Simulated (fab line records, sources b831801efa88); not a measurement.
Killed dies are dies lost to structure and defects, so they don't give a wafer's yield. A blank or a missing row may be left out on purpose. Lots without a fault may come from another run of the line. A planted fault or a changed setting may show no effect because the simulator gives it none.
fab line records | flow gf180mcu
record lots=5 wafers=15 last_day=33
route steps=602 shown M3@422 V3@429 M4@456
lots that met no fault: from a run of the same line without faults
start_h: hours from the record's first day to the start of the lot's first wafer shown | wait_h: hours since the lot's step before | " the same as in the row above | L1.1+2: a row that stands for several wafers | - no value, or no start given | * or withheld: withheld | < > ~ a bound
route shown NAME@n: a module of which the file shows steps, and the number in the route of the first | usual: mean/standard deviation of fault-free wafers | same: alike in all rows | chamber/n: place in a boat | sites: the reading at each site | _std_site: their standard deviation | _edge_site: outer sites' mean less inner sites' | radius_mm: how far each site lies from the wafer's centre | mask NAME#n: copy n | behind: the tool/chamber that last shaped the wafer | hold: why the lot was held/for how many hours/how that ended | device: the transistor (n, p or np) that didn't switch | end of line: the same wafers' tests at the end of the route | a step without rows: its recipe alone | killed: dies lost to structure and defects at the first sort, not the wafer's yield | map: a wafer's dies, x killed, . not, _ none there
set.NAME: the setting as run; set.NAME@STEP: as run at that earlier step | model.NAME: the simulator's own value behind a step, which no gauge read
lots at some steps of the route; a table a step, a row a wafer
services: from which hour (start_h, from the record's first day; less than 0 if before it) a tool's chamber was out of use, for how many hours, and why
## steps
# step GF_M3_DEVELOP_13
# recipe develop_time_s=60 dev_temp_c=21
# columns lot.wafer tool chamber start_h wait_h
L074.3+5+6 litho_track-02 0 496.12 0.1
L081.2+3+6 litho_track-02 0 557.95 0.2
L084.2+3+5 litho_track-03 0 578.63 0.2
L088.1+2+5 litho_track-01 0 609.64 0.2
L090.1+3+4 litho_track-01 0 623.69 0.2
# step GF_M3_CD_MEAS_14
# recipe target_cd_nm=280
# usual cd_nm=279.8/1.1
# columns lot.wafer tool chamber start_h wait_h cd_nm
L074.3 cd_sem-01 - 496.26 0.1 279.6
L074.5 " - " " 279.2
L074.6 " - " " 278.5
L081.2 cd_sem-02 - 558.09 0.1 279.0
L081.3 " - " " 279.2
L081.6 " - " " 278.8
L084.2 cd_sem-01 - 578.77 0.1 278.8
L084.3 " - " " 278.9
L084.5 " - " " 279.7
L088.1 cd_sem-02 - 609.79 0.1 279.8
L088.2 " - " " 279.0
L088.5 " - " " 278.8
L090.1 cd_sem-02 - 623.84 0.1 278.0
L090.3 " - " " 278.5
L090.4 " - " " 278.7
# step GF_M3_OVL_MEAS_15
# usual M3_OVL=2/4.7
# columns lot.wafer tool chamber start_h wait_h M3_OVL[nm]
L074.3 overlay-01 - 496.36 0.1 3
L074.5 " - " " -3
L074.6 " - " " 2
L081.2 overlay-01 - 558.20 0.1 0
L081.3 " - " " 3
L081.6 " - " " 0
L084.2 overlay-02 - 578.88 0.1 -1
L084.3 " - " " 6
L084.5 " - " " 8
L088.1 overlay-02 - 609.91 0.1 6
L088.2 " - " " 1
L088.5 " - " " -1
L090.1 overlay-01 - 623.96 0.1 1
L090.3 " - " " 5
L090.4 " - " " 1
# step GF_M3_METAL_ETCH_16
# recipe chemistry=Cl2/BCl3 mask_material=KrF target_depth_nm=627.5 stop_on=SiO2 pressure_mtorr=8 icp_w=800 bias_w=140 Cl2_flow_sccm=80 bcl3_flow_sccm=40 time_s=104.6
# usual drypump_motor_current_A=5.9/0.37 oes_product_au=0.969/0.0065 throttle_valve_pct=28.251/0.011
# same time_s=104.6
# columns lot.wafer tool chamber start_h wait_h drypump_motor_current_A oes_product_au rf_hours_counter_h throttle_valve_pct
L074.3 rie_metal-03 0 496.42 0.1 6.0 0.963 - 28.248
L074.5 " 1 " " 5.5 0.968 - 28.251
L074.6 " 0 " " 6.0 0.967 - 28.255
L081.2 rie_metal-03 1 558.23 0.0 5.5 0.973 12 28.244
L081.3 " 0 " " 6.0 0.978 - 28.242
L081.6 " 1 " " 5.5 0.972 - 28.257
L084.2 rie_metal-03 0 578.95 0.1 6.0 0.978 - 28.251
L084.3 " 0 " " 6.0 0.969 - 28.245
L084.5 " 0 " " 6.0 0.979 - 28.253
L088.1 rie_metal-01 1 609.94 0.0 6.6 0.980 2 28.244
L088.2 " 0 " " 5.5 0.966 5 28.247
L088.5 " 1 " " 6.6 0.969 - 28.259
L090.1 rie_metal-02 0 623.99 0.0 5.7 0.976 5 28.237
L090.3 " 1 " " 6.1 0.976 - 28.249
L090.4 " 0 " " 5.7 0.975 - 28.257
# step GF_M3_STRIP_17
# recipe chemistry=O2/N2 power_w=1400 pressure_mtorr=1500 platen_temp_c=250 o2_flow_sccm=3000 n2_flow_sccm=300 overash_fraction=0.5
# usual drypump_motor_current_A=5.6/0.57 heater_power_w=323/21 oes_product_au=0.559/0.0051 strip_time_to_endpoint_s=7.89/0.043
# columns lot.wafer tool chamber start_h wait_h drypump_motor_current_A heater_power_w oes_product_au rf_hours_counter_h strip_time_to_endpoint_s
L074.3 plasma_asher-04 1 496.52 0.1 5.6 320 0.560 - 7.92
L074.5 " 1 " " 5.6 327 0.561 - 7.88
L074.6 " 0 " " 5.1 302 0.568 - 7.92
L081.2 plasma_asher-03 1 558.34 0.1 6.0 349 0.556 77 7.90
L081.3 " 0 " " 4.9 338 0.560 - 7.86
L081.6 " 0 " " 4.8 332 0.560 - 7.83
L084.2 plasma_asher-02 0 579.13 0.1 6.6 287 0.557 15 7.86
L084.3 " 1 " " 5.4 306 0.565 - 7.91
L084.5 " 0 " " 6.5 284 0.568 - 7.92
L088.1 plasma_asher-02 0 610.06 0.1 6.5 285 0.558 19 7.91
L088.2 " 1 " " 5.4 313 0.564 19 7.98
L088.5 " 1 " " 5.4 309 0.566 - 7.93
L090.1 plasma_asher-03 1 624.11 0.1 6.0 345 0.558 85 7.87
L090.3 " 1 " " 6.0 346 0.556 - 7.89
L090.4 " 0 " " 4.8 344 0.558 - 7.90
# step GF_M3_STRIP_18
# recipe chemistry=post_etch_residue_remover time_s=1200 temp_c=72.5
# same time_s=1200
# columns lot.wafer tool chamber start_h wait_h
L074.3+5+6 wet_bench-02 3 496.59 0.0
L081.2+3+6 wet_bench-02 2 558.44 0.1
L084.2+3+5 wet_bench-03 1 579.23 0.1
L088.1+2+5 wet_bench-03 3 610.16 0.1
L090.1+3+4 wet_bench-02 1 624.21 0.1
# step GF_M3_CLEAN_19
# recipe chemistry=DIW dry=n2_spin
# columns lot.wafer tool chamber start_h wait_h
L074.3+5+6 wet_bench-04 1 497.00 0.0
L081.2+3+6 wet_bench-04 2 558.78 0.0
L084.2+3+5 wet_bench-02 2 579.58 0.0
L088.1+2+5 wet_bench-04 0 610.50 0.0
L090.1+3+4 wet_bench-04 3 624.58 0.0
# step GF_V3_CVD_00
# recipe material=SiO2 target_thk_nm=600 sigma_open_frac=0.3 temp_c=400 time_s=100 sih4_flow_sccm=60 pressure_mtorr=6
# same time_s=100
# columns lot.wafer tool chamber start_h wait_h
L074.3+5+6 hdpcvd-02 2,1,2 497.09 0.0
L081.2+3+6 hdpcvd-01 2,1,1 558.87 0.0
L084.2+3+5 hdpcvd-01 0,2,2 579.67 0.0
L088.1+2+5 hdpcvd-01 0,1,0 610.59 0.0
L090.1+3+4 hdpcvd-02 1,2,1 624.67 0.0
# step GF_V3_THK_MEAS_01
# recipe reads=SiO2_of_V3_CVD_00
# usual V3_CVD_00_THK=599/7.8
# columns lot.wafer tool chamber start_h wait_h V3_CVD_00_THK[nm]
L074.3 film_metro-01 - 497.18 0.1 595
L074.5 " - " " 599
L074.6 " - " " 599
L081.2 film_metro-03 - 558.96 0.0 604
L081.3 " - " " 595
L081.6 " - " " 600
L084.2 film_metro-03 - 579.75 0.0 622
L084.3 " - " " 603
L084.5 " - " " 610
L088.1 film_metro-01 - 610.66 0.0 605
L088.2 " - " " 600
L088.5 " - " " 607
L090.1 film_metro-01 - 624.74 0.0 593
L090.3 " - " " 596
L090.4 " - " " 597
# step GF_V3_CVD_02
# recipe material=SiO2 target_thk_nm=850 precursor=TEOS temp_c=400 time_s=94.851 rf_w=600
# usual heater_power_w=655/110
# same time_s=94.851
# columns lot.wafer tool chamber start_h wait_h heater_power_w since_wet_clean_h
L074.3 pecvd-04 0 497.22 0.0 664 739
L074.5 " 2 " " 674 -
L074.6 " 0 " " 521 -
L081.2 pecvd-01 2 559.01 0.0 512 384
L081.3 " 2 " " 557 -
L081.6 " 0 " " 775 -
L084.2 pecvd-04 2 579.80 0.0 582 822
L084.3 " 1 " " 596 822
L084.5 " 1 " " 470 -
L088.1 pecvd-04 2 610.72 0.1 759 6
L088.2 " 0 " " 624 6
L088.5 " 2 " " 777 -
L090.1 pecvd-01 2 624.80 0.1 481 450
L090.3 " 1 " " 711 450
L090.4 " 1 " " 570 -
# step GF_V3_THK_MEAS_03
# recipe reads=SiO2_of_V3_CVD_02
# usual V3_CVD_02_THK=849/10
# columns lot.wafer tool chamber start_h wait_h V3_CVD_02_THK[nm]
L074.3 film_metro-04 - 497.31 0.1 837
L074.5 " - " " 852
L074.6 " - " " 849
L081.2 film_metro-03 - 559.12 0.1 844
L081.3 " - " " 852
L081.6 " - " " 847
L084.2 film_metro-01 - 579.88 0.0 850
L084.3 " - " " 846
L084.5 " - " " 872
L088.1 film_metro-04 - 610.79 0.0 853
L088.2 " - " " 848
L088.5 " - " " 864
L090.1 film_metro-03 - 624.87 0.0 850
L090.3 " - " " 852
L090.4 " - " " 868
# step GF_V3_CMP_04
# recipe material=SiO2 down_force_psi=4 platen_rpm=60 pad_velocity_m_s=0.94248
# usual motor_current_A=12.0/0.88 platen_rpm=60.00/0.034 time_to_endpoint_s=78/5.4
# columns lot.wafer tool chamber start_h wait_h motor_current_A platen_rpm time_to_endpoint_s
L074.3 cmp-02 2 497.40 0.1 12.8 60.00 73
L074.5 " 1 " " 11.9 59.99 81
L074.6 " 2 " " 12.9 59.95 82
L081.2 cmp-01 0 559.17 0.0 13.7 60.03 71
L081.3 " 1 " " 11.6 60.03 73
L081.6 " 0 " " 13.2 60.00 72
L084.2 cmp-01 1 579.93 0.0 11.9 60.01 76
L084.3 " 2 " " 11.3 60.03 71
L084.5 " 1 " " 11.9 60.03 86
L088.2 cmp-02 3 610.85 0.0 11.2 59.98 86
L088.1 " 2 " " 12.7 59.99 86
L088.5 " 3 " " 10.5 59.95 90
L090.4 cmp-02 1 624.93 0.0 12.5 60.01 83
L090.3 " 2 " " 12.0 60.01 84
L090.1 " 3 " " 11.3 59.98 81
# step GF_V3_BOW_MEAS_05
# recipe mode=bow
# usual V3_BOW=118/8.7
# columns lot.wafer tool chamber start_h wait_h V3_BOW[um]
L074.3 film_metro-03 - 497.69 0.2 125
L074.5 " - " " 107
L074.6 " - " " 123
L081.2 film_metro-03 - 559.49 0.3 91
L081.3 " - " " 118
L081.6 " - " " 110
L084.2 film_metro-03 - 580.25 0.3 116
L084.3 " - " " 117
L084.5 " - " " 113
L088.1 film_metro-01 - 611.15 0.1 113
L088.2 " - " " 134
L088.5 " - " " 131
L090.1 film_metro-04 - 625.23 0.1 117
L090.3 " - " " 111
L090.4 " - " " 105
# step GF_V3_DEHYDRATE_06
# recipe temp_c=200 time_s=60
# usual plate_temp_C=200.00/0.18
# same time_s=60
# columns lot.wafer tool chamber start_h wait_h plate_temp_C
L074.3 litho_track-02 0 509.32 11.6 199.87
L074.5 " 0 " " 200.13
L074.6 " 0 " " 199.85
L081.2 litho_track-02 0 569.55 10.0 200.06
L081.3 " 0 " " 200.10
L081.6 " 0 " " 200.10
L084.2 litho_track-04 0 589.98 9.7 200.22
L084.3 " 0 " " 200.05
L084.5 " 0 " " 199.88
L088.1 litho_track-02 0 621.22 10.1 200.27
L088.2 " 0 " " 200.25
L088.5 " 0 " " 200.02
L090.1 litho_track-04 0 635.00 9.8 200.03
L090.3 " 0 " " 200.07
L090.4 " 0 " " 199.91
# step GF_V3_HMDS_07
# recipe prime_time_s=60 prime_temp_c=120
# columns lot.wafer tool chamber start_h wait_h
L074.3+5+6 litho_track-02 0 509.47 0.1
L081.2+3+6 litho_track-02 0 569.70 0.1
L084.2+3+5 litho_track-04 0 590.13 0.1
L088.1+2+5 litho_track-02 0 621.37 0.1
L090.1+3+4 litho_track-04 0 635.15 0.1
# step GF_V3_COAT_08
# recipe resist=BARC temp_c=withheld time_s=withheld spin_rpm=withheld resist_thk_nm=withheld
# columns lot.wafer tool chamber start_h wait_h
L074.3+5+6 litho_track-02 0 509.62 0.1
L081.2+3+6 litho_track-02 0 569.85 0.1
L084.2+3+5 litho_track-04 0 590.28 0.1
L088.1+2+5 litho_track-02 0 621.52 0.1
L090.1+3+4 litho_track-04 0 635.30 0.1
# step GF_V3_COAT_09
# recipe resist=KrF spin_rpm=withheld resist_thk_nm=1000
# columns lot.wafer tool chamber start_h wait_h
L074.3+5+6 litho_track-02 0 - -
L081.2+3+6 litho_track-02 0 - -
L084.2+3+5 litho_track-04 0 - -
L088.1+2+5 litho_track-02 0 - -
L090.1+3+4 litho_track-04 0 - -
# step GF_V3_SOFTBAKE_10
# recipe temp_c=130 time_s=60 resist=KrF
# usual plate_temp_C=130.01/0.14
# same time_s=60
# columns lot.wafer tool chamber start_h wait_h plate_temp_C
L074.3 litho_track-02 0 - - 129.95
L074.5 " 0 " " 130.11
L074.6 " 0 " " 129.80
L081.2 litho_track-02 0 - - 129.83
L081.3 " 0 " " 129.84
L081.6 " 0 " " 129.79
L084.2 litho_track-04 0 - - 130.00
L084.3 " 0 " " 130.04
L084.5 " 0 " " 129.94
L088.1 litho_track-02 0 - - 129.94
L088.2 " 0 " " 129.68
L088.5 " 0 " " 129.72
L090.1 litho_track-04 0 - - 130.14
L090.3 " 0 " " 129.87
L090.4 " 0 " " 129.95
# step GF_V3_EXPOSE_11
# recipe mask_id=Via3 target_cd_nm=260 na=0.68 source_shape=conventional sigma_outer=0.6 dose_mj=38
# usual exposure_dose_mJ_cm2=38.09/0.2
# columns lot.wafer tool chamber start_h wait_h mask exposure_dose_mJ_cm2
L074.3 krf_scanner-01 0 - - Via3#0 37.98
L074.5 " 0 " " Via3#0 38.01
L074.6 " 0 " " Via3#0 37.94
L081.2 krf_scanner-01 0 - - Via3#0 38.03
L081.3 " 0 " " Via3#0 38.00
L081.6 " 0 " " Via3#0 37.98
L084.2 krf_scanner-01 0 - - Via3#0 37.90
L084.3 " 0 " " Via3#0 37.98
L084.5 " 0 " " Via3#0 37.96
L088.1 krf_scanner-01 0 - - Via3#0 38.04
L088.2 " 0 " " Via3#0 37.95
L088.5 " 0 " " Via3#0 37.95
L090.1 krf_scanner-01 0 - - Via3#0 37.93
L090.3 " 0 " " Via3#0 37.92
L090.4 " 0 " " Via3#0 37.99
# step GF_V3_PEB_12
# recipe peb_temp_c=135 peb_time_s=90 resist=KrF
# usual plate_temp_C=135.02/0.15
# same peb_time_s=90
# columns lot.wafer tool chamber start_h wait_h plate_temp_C
L074.3 litho_track-04 0 - - 134.79
L074.5 " 0 " " 134.93
L074.6 " 0 " " 134.79
L081.2 litho_track-02 0 - - 135.34
L081.3 " 0 " " 135.21
L081.6 " 0 " " 135.27
L084.2 litho_track-04 0 - - 134.79
L084.3 " 0 " " 134.90
L084.5 " 0 " " 135.13
L088.1 litho_track-01 0 - - 135.02
L088.2 " 0 " " 134.94
L088.5 " 0 " " 135.26
L090.1 litho_track-04 0 - - 134.95
L090.3 " 0 " " 135.01
L090.4 " 0 " " 134.94
# step GF_V3_DEVELOP_13
# recipe develop_time_s=60 resist=KrF dev_temp_c=21
# columns lot.wafer tool chamber start_h wait_h
L074.3+5+6 litho_track-04 0 521.10 0.1
L081.2+3+6 litho_track-02 0 580.70 0.2
L084.2+3+5 litho_track-04 0 600.88 0.2
L088.1+2+5 litho_track-01 0 632.04 0.2
L090.1+3+4 litho_track-04 0 645.65 0.2
# step GF_V3_CD_MEAS_14
# recipe target_cd_nm=260
# usual cd_nm=259.8/1.2
# columns lot.wafer tool chamber start_h wait_h cd_nm
L074.3 cd_sem-02 - 521.24 0.1 260.3
L074.5 " - " " 260.9
L074.6 " - " " 259.7
L081.2 cd_sem-01 - 580.84 0.1 258.3
L081.3 " - " " 257.8
L081.6 " - " " 257.9
L084.2 cd_sem-01 - 601.02 0.1 260.4
L084.3 " - " " 261.2
L084.5 " - " " 260.7
L088.1 cd_sem-02 - 632.19 0.1 260.0
L088.2 " - " " 258.7
L088.5 " - " " 258.6
L090.1 cd_sem-01 - 645.80 0.1 259.1
L090.3 " - " " 259.3
L090.4 " - " " 258.9
# step GF_V3_OVL_MEAS_15
# usual V3_OVL=-3/5.5
# columns lot.wafer tool chamber start_h wait_h V3_OVL[nm]
L074.3 overlay-01 - 521.34 0.1 -9
L074.5 " - " " -11
L074.6 " - " " -11
L081.2 overlay-02 - 580.95 0.1 5
L081.3 " - " " 0
L081.6 " - " " 3
L084.2 overlay-02 - 601.13 0.1 -11
L084.3 " - " " 0
L084.5 " - " " -7
L088.1 overlay-02 - 632.31 0.1 -7
L088.2 " - " " -4
L088.5 " - " " -6
L090.1 overlay-01 - 645.92 0.1 -2
L090.3 " - " " 2
L090.4 " - " " 3
# step GF_V3_ETCH_16
# recipe chemistry=N2/H2 target_depth_a=withheld overetch_a=withheld time_s=withheld target=BARC ion_energy_ev=200 source_w=500 bias_w=100 pressure_mtorr=30 n2_flow_sccm=100 h2_flow_sccm=200
# usual drypump_motor_current_A=5.8/0.34 oes_product_au=0.856/0.0047 throttle_valve_pct=13.226/0.0099
# columns lot.wafer tool chamber start_h wait_h drypump_motor_current_A oes_product_au throttle_valve_pct
L074.3 rie_diel-01 1 521.36 0.0 5.8 0.855 13.224
L074.5 " 1 " " 5.8 0.859 13.225
L074.6 " 2 " " 6.1 0.857 13.200
L081.2 rie_diel-04 2 580.98 0.0 5.6 0.861 13.226
L081.3 " 1 " " 5.1 0.857 13.230
L081.6 " 0 " " 5.8 0.849 13.235
L084.2 rie_diel-03 2 601.16 0.0 5.4 0.849 13.241
L084.3 " 3 " " 6.0 0.854 13.224
L084.5 " 1 " " 5.6 0.860 13.237
L088.1 rie_diel-03 2 632.34 0.0 5.4 0.848 13.213
L088.2 " 3 " " 6.0 0.852 13.222
L088.5 " 0 " " 6.4 0.858 13.231
L090.1 rie_diel-03 1 645.96 0.0 5.7 0.853 13.227
L090.3 " 0 " " 6.4 0.851 13.229
L090.4 " 3 " " 6.0 0.856 13.232
# step GF_V3_ETCH_17
# recipe chemistry=C4F8/O2/Ar mask_material=KrF target=SiO2 stop_on=TiN source_w=1500 bias_w=1200 pressure_mtorr=40 c4f8_flow_sccm=withheld O2_flow_sccm=6 Ar_flow_sccm=300 time_s=withheld target_depth_a=6350
# usual oes_product_au=0.855/0.0045
# columns lot.wafer tool chamber start_h wait_h oes_product_au
L074.3 rie_diel-01 1 - - 0.859
L074.5 " 1 " " 0.859
L074.6 " 2 " " 0.859
L081.2 rie_diel-04 2 - - 0.860
L081.3 " 1 " " 0.853
L081.6 " 0 " " 0.849
L084.2 rie_diel-03 2 - - 0.862
L084.3 " 3 " " 0.855
L084.5 " 1 " " 0.860
L088.1 rie_diel-03 2 - - 0.857
L088.2 " 3 " " 0.863
L088.5 " 0 " " 0.849
L090.1 rie_diel-03 1 - - 0.851
L090.3 " 0 " " 0.857
L090.4 " 3 " " 0.858
# step GF_V3_STRIP_18
# recipe chemistry=O2/N2 power_w=1400 pressure_mtorr=1500 platen_temp_c=250 o2_flow_sccm=3000 n2_flow_sccm=300 overash_fraction=0.5
# usual drypump_motor_current_A=5.8/0.53 heater_power_w=309/22 oes_product_au=0.592/0.0046
# columns lot.wafer tool chamber start_h wait_h drypump_motor_current_A heater_power_w oes_product_au rf_hours_counter_h
L074.3 plasma_asher-02 1 521.52 - 5.4 317 0.590 -
L074.5 " 1 " " 5.4 313 0.583 -
L074.6 " 0 " " 6.5 292 0.596 -
L081.2 plasma_asher-02 1 581.11 - 5.4 313 0.589 16
L081.3 " 0 " " 6.5 292 0.585 -
L081.6 " 0 " " 6.6 289 0.581 -
L084.2 plasma_asher-01 1 601.29 - 5.8 308 0.600 99
L084.3 " 0 " " 6.2 281 0.594 -
L084.5 " 0 " " 6.2 281 0.588 -
L088.1 plasma_asher-01 0 632.47 - 6.2 286 0.594 102
L088.2 " 1 " " 5.8 301 0.593 102
L088.5 " 0 " " 6.2 291 0.583 -
L090.1 plasma_asher-02 1 646.09 - 5.4 311 0.588 21
L090.3 " 0 " " 6.5 290 0.594 -
L090.4 " 1 " " 5.4 308 0.596 -
# step GF_V3_STRIP_19
# recipe chemistry=post_etch_residue_remover time_s=1200 temp_c=72.5
# same time_s=1200
# columns lot.wafer tool chamber start_h wait_h
L074.3+5+6 wet_bench-04 3 521.59 0.0
L081.2+3+6 wet_bench-02 2 581.21 0.1
L084.2+3+5 wet_bench-04 0 601.39 0.1
L088.1+2+5 wet_bench-02 0 632.57 0.1
L090.1+3+4 wet_bench-04 3 646.19 0.1
# step GF_V3_CLEAN_20
# recipe chemistry=DIW dry=n2_spin
# columns lot.wafer tool chamber start_h wait_h
L074.3+5+6 wet_bench-02 3 521.96 0.0
L081.2+3+6 wet_bench-01 0 581.55 0.0
L084.2+3+5 wet_bench-01 2 601.73 0.0
L088.1+2+5 wet_bench-01 0 632.91 0.0
L090.1+3+4 wet_bench-02 3 646.56 0.0
# step GF_V3_SPUTTER_21
# recipe material=Ti target_thk_nm=15 chamber_pressure_pa=5 power_w=2500 substrate_temp_c=200 time_s=80.02
# usual throttle_valve_pct=30.2/1
# same time_s=80.02
# columns lot.wafer tool chamber start_h wait_h throttle_valve_pct
L074.3 pvd_sputter-03 - 522.05 0.0 30.5
L074.5 " - " " 30.2
L074.6 " - " " 30.4
L081.2 pvd_sputter-04 - 581.65 0.0 29.8
L081.3 " - " " 31.0
L081.6 " - " " 29.8
L084.2 pvd_sputter-04 - 601.82 0.0 30.9
L084.3 " - " " 30.0
L084.5 " - " " 30.8
L088.1 pvd_sputter-03 - 633.01 0.0 30.4
L088.2 " - " " 29.2
L088.5 " - " " 30.2
L090.1 pvd_sputter-03 - 646.66 0.0 29.9
L090.3 " - " " 28.9
L090.4 " - " " 30.4
# step GF_V3_SPUTTER_22
# recipe material=TiN target_thk_nm=10 chamber_pressure_pa=5 power_w=4000 time_s=40
# usual throttle_valve_pct=30.2/1
# same time_s=40
# columns lot.wafer tool chamber start_h wait_h throttle_valve_pct
L074.3 pvd_sputter-03 - 522.11 0.0 30.1
L074.5 " - " " 29.9
L074.6 " - " " 30.4
L081.2 pvd_sputter-04 - 581.71 0.0 30.3
L081.3 " - " " 30.7
L081.6 " - " " 29.5
L084.2 pvd_sputter-04 - 601.88 0.0 31.1
L084.3 " - " " 30.0
L084.5 " - " " 30.9
L088.1 pvd_sputter-03 - 633.07 0.0 30.3
L088.2 " - " " 29.0
L088.5 " - " " 30.1
L090.1 pvd_sputter-03 - 646.72 0.0 29.9
L090.3 " - " " 29.1
L090.4 " - " " 30.5
# step GF_V3_CVD_23
# recipe material=W target_thk_nm=350 time_s=104.9 temp_c=400 pressure_torr=40
# usual heater_power_w=828/100
# same time_s=104.9
# columns lot.wafer tool chamber start_h wait_h heater_power_w since_wet_clean_h
L074.3 cvd_w-01 0 522.19 0.1 797 -
L074.5 " 0 " " 790 -
L074.6 " 1 " " 749 -
L081.2 cvd_w-01 0 581.75 0.0 804 178
L081.3 " 1 " " 785 -
L081.6 " 1 " " 780 -
L084.2 cvd_w-02 1 601.92 0.0 749 698
L084.3 " 0 " " 991 -
L084.5 " 0 " " 1016 -
L088.1 cvd_w-02 1 633.11 0.0 748 729
L088.2 " 0 " " 999 729
L088.5 " 1 " " 770 -
L090.1 cvd_w-01 0 646.76 0.0 771 243
L090.3 " 0 " " 777 -
L090.4 " 1 " " 769 -
# step GF_V3_RS_MEAS_24
# recipe thk_meas_gauge=four-point-probe reads=W_of_V3_CVD_23+TiN_of_V3_SPUTTER_22+Ti_of_V3_SPUTTER_21
# usual V3_W_RS=0.329/0.0041
# columns lot.wafer tool chamber start_h wait_h V3_W_RS[ohm/sq]
L074.3 film_metro-01 - 522.31 0.1 0.328
L074.5 " - " " 0.328
L074.6 " - " " 0.329
L081.2 film_metro-03 - 581.88 0.1 0.333
L081.3 " - " " 0.329
L081.6 " - " " 0.334
L084.2 film_metro-04 - 602.05 0.1 0.335
L084.3 " - " " 0.331
L084.5 " - " " 0.332
L088.1 film_metro-03 - 633.22 0.1 0.332
L088.2 " - " " 0.332
L088.5 " - " " 0.333
L090.1 film_metro-03 - 646.87 0.1 0.324
L090.3 " - " " 0.324
L090.4 " - " " 0.329
# step GF_V3_THK_MEAS_25
# recipe thk_meas_gauge=xrf reads=W_of_V3_CVD_23
# usual V3_W_THK=343/4.6
# columns lot.wafer tool chamber start_h wait_h V3_W_THK[nm]
L074.3 film_metro-01 - 522.41 0.1 344
L074.5 " - " " 346
L074.6 " - " " 345
L081.2 film_metro-03 - 581.99 0.1 344
L081.3 " - " " 348
L081.6 " - " " 344
L084.2 film_metro-04 - 602.16 0.1 340
L084.3 " - " " 343
L084.5 " - " " 343
L088.1 film_metro-03 - 633.34 0.1 338
L088.2 " - " " 339
L088.5 " - " " 337
L090.1 film_metro-03 - 646.99 0.1 349
L090.3 " - " " 347
L090.4 " - " " 343
# step GF_V3_CMP_26
# recipe stop_on=SiO2 down_force_psi=3.5 platen_rpm=60 t_overpolish_s=15 target_thk_nm=0 pad_velocity_m_s=0.94248
# usual motor_current_A=10.8/0.95 overpolish_run_s=15.001/0.0095 platen_rpm=60.00/0.041 time_to_endpoint_s=84/4.3
# columns lot.wafer tool chamber start_h wait_h motor_current_A overpolish_run_s platen_rpm time_to_endpoint_s
L074.3 cmp-02 2 522.45 0.0 12.2 14.999 60.00 87
L074.5 " 2 " " 11.8 15.011 59.97 84
L074.6 " 3 " " 10.2 14.997 60.06 87
L081.2 cmp-02 0 582.09 0.1 9.5 14.998 59.95 86
L081.3 " 2 " " 11.9 15.009 60.02 92
L081.6 " 3 " " 10.0 14.993 59.98 89
L084.3 cmp-01 1 602.31 0.1 11.2 15.021 60.11 83
L084.2 " 2 " " 10.6 15.001 60.02 79
L084.5 " 3 " " 11.7 15.002 60.04 86
L088.2 cmp-01 2 633.40 0.0 11.2 15.001 59.99 78
L088.1 " 0 " " 11.8 14.987 59.99 85
L088.5 " 2 " " 10.7 15.008 59.99 81
L090.1 cmp-02 2 647.05 0.1 12.3 15.008 59.96 90
L090.4 " 3 " " 10.3 15.007 59.93 88
L090.3 " 0 " " 9.4 15.011 59.95 86
# step GF_M4_SPUTTER_00
# recipe material=Ti target_thk_nm=37.5 arriving_ion_energy_ev=80 substrate_temp_c=200 chamber_pressure_pa=2 power_w=4000 time_s=150
# usual throttle_valve_pct=30.3/1.1
# same time_s=150
# columns lot.wafer tool chamber start_h wait_h throttle_valve_pct
L074.3 pvd_sputter-01 - 522.75 0.2 30.0
L074.5 " - " " 30.0
L074.6 " - " " 30.9
L081.2 pvd_sputter-02 - 582.34 0.2 30.3
L081.3 " - " " 31.3
L081.6 " - " " 31.1
L084.2 pvd_sputter-02 - 602.51 0.1 32.7
L084.3 " - " " 28.7
L084.5 " - " " 28.5
L088.1 pvd_sputter-01 - 633.70 0.1 30.0
L088.2 " - " " 28.5
L088.5 " - " " 31.0
L090.1 pvd_sputter-04 - 647.35 0.2 30.8
L090.3 " - " " 30.7
L090.4 " - " " 30.0
# step GF_M4_SPUTTER_01
# recipe material=TiN target_thk_nm=30 power_w=6500 time_s=25 chamber_pressure_pa=0.4
# usual throttle_valve_pct=30.3/1.1
# same time_s=25
# columns lot.wafer tool chamber start_h wait_h throttle_valve_pct
L074.3 pvd_sputter-01 - 522.85 0.1 29.8
L074.5 " - " " 29.9
L074.6 " - " " 31.1
L081.2 pvd_sputter-02 - 582.44 0.1 30.1
L081.3 " - " " 30.9
L081.6 " - " " 31.2
L084.2 pvd_sputter-02 - 602.61 0.1 32.8
L084.3 " - " " 28.3
L084.5 " - " " 28.5
L088.1 pvd_sputter-01 - 633.80 0.1 30.0
L088.2 " - " " 28.8
L088.5 " - " " 31.0
L090.1 pvd_sputter-04 - 647.45 0.1 31.0
L090.3 " - " " 30.6
L090.4 " - " " 30.0
# step GF_M4_SPUTTER_02
# recipe material=AlCu target_thk_nm=450 power_w=10600 time_s=23.9 chamber_pressure_pa=0.4
# usual throttle_valve_pct=30.3/1.1
# same time_s=23.9
# columns lot.wafer tool chamber start_h wait_h throttle_valve_pct
L074.3 pvd_sputter-01 - 522.88 0.0 29.8
L074.5 " - " " 30.0
L074.6 " - " " 31.2
L081.2 pvd_sputter-02 - 582.47 0.0 30.0
L081.3 " - " " 30.8
L081.6 " - " " 30.9
L084.2 pvd_sputter-02 - 602.64 0.0 32.7
L084.3 " - " " 28.4
L084.5 " - " " 28.7
L088.1 pvd_sputter-01 - 633.83 0.0 29.9
L088.2 " - " " 28.7
L088.5 " - " " 31.1
L090.1 pvd_sputter-04 - 647.48 0.0 30.9
L090.3 " - " " 30.6
L090.4 " - " " 29.8
## services
# columns tool chamber start_h hours kind
pvd_sputter-03 - 473.95 0.7 repair
wet_bench-02 - 483.72 4.6 repair
cmp-02 - 486.94 1.8 repair
pvd_sputter-04 - 497.86 5.6 repair
wet_bench-04 - 510.75 4.0 repair
pvd_sputter-04 - 521.92 4.1 repair
pvd_sputter-03 - 527.55 2.9 repair
krf_scanner-01 - 528.71 3.6 pm
krf_scanner-01 - 533.97 0.7 repair
pvd_sputter-02 - 538.49 8.1 repair
krf_scanner-01 - 544.96 0.8 pm
krf_scanner-01 - 546.08 1.0 pm
pvd_sputter-01 - 554.01 1.5 repair
rie_diel-03 - 564.50 3.3 repair
cmp-02 - 572.00 4.0 pm
cmp-02 - 577.12 1.3 repair
wet_bench-02 - 589.78 21.5 pm
pvd_sputter-02 - 591.09 1.5 repair
rie_diel-03 3 607.09 10.4 repair
plasma_asher-02 - 615.48 14.6 pm
pvd_sputter-02 - 626.30 7.5 repair
krf_scanner-01 - 632.92 1.3 pm
pvd_sputter-02 - 643.61 5.7 repair
pvd_sputter-04 - 644.94 2.1 repair
## key
fault none
